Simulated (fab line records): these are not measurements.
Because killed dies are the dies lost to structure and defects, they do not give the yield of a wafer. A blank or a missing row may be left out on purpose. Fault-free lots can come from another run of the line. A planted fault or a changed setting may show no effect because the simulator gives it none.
Chamber matching + flow sky130 + 4 sister chambers for SKY_VIA2_ETCH_14 on rie_diel-03
The step etches BARC in N2/H2, stops on SiO2, time 45.9 s, target depth 60 nm. 4 wafers are shown with their chamber, then 9 later ones without.

EACH WAFER AND ITS CHAMBER
| wafer  | chamber | drypump_motor_current_A (A) |
|--------|---------|-----------------------------|
| L082.5 | 2       | 6.6                         |
| L087.4 | 1       | 5.8                         |
| L087.5 | 0       | 5.8                         |
| L087.6 | 3       | 5.4                         |

WAFERS WHOSE CHAMBER IS MISSING
| wafer  | drypump_motor_current_A (A) |
|--------|-----------------------------|
| L092.3 | 5.9                         |
| L092.4 | 6.6                         |
| L092.6 | 5.9                         |
| L094.4 | 5.9                         |
| L094.5 | 5.8                         |
| L094.6 | 5.4                         |
| L095.1 | 6.6                         |
| L095.3 | 5.4                         |
| L095.5 | 5.8                         |

WHICH CHAMBER EACH ONE RAN IN
| wafer  | from the rows above     | in truth |
|--------|-------------------------|----------|
| L092.3 | can't be placed: 0 or 1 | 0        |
| L092.4 | 2                       | 2        |
| L092.6 | can't be placed: 0 or 1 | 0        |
| L094.4 | can't be placed: 0 or 1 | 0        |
| L094.5 | can't be placed: 0 or 1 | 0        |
| L094.6 | 3                       | 3        |
| L095.1 | 2                       | 2        |
| L095.3 | 3                       | 3        |
| L095.5 | can't be placed: 0 or 1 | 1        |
Correct placement for 4 of the 9. From these rows, 5 cannot be placed; in 5 the true chamber is one of the candidates. Number placed wrongly: 0.
How it was worked out, from the rows above alone: a wafer's distance from a chamber is the root of the sum, over the readings, of the square of ((its reading less the chamber's mean) divided by the reading's scatter). If the next closest chamber is less than 2 further off than the closest, the wafer can't be placed; otherwise it belongs to the closest. The mean given for a chamber averages the wafers shown for that chamber. The scatter: root of mean squared gap, hidden wafer to nearest shown wafer, with one shown wafer a chamber.
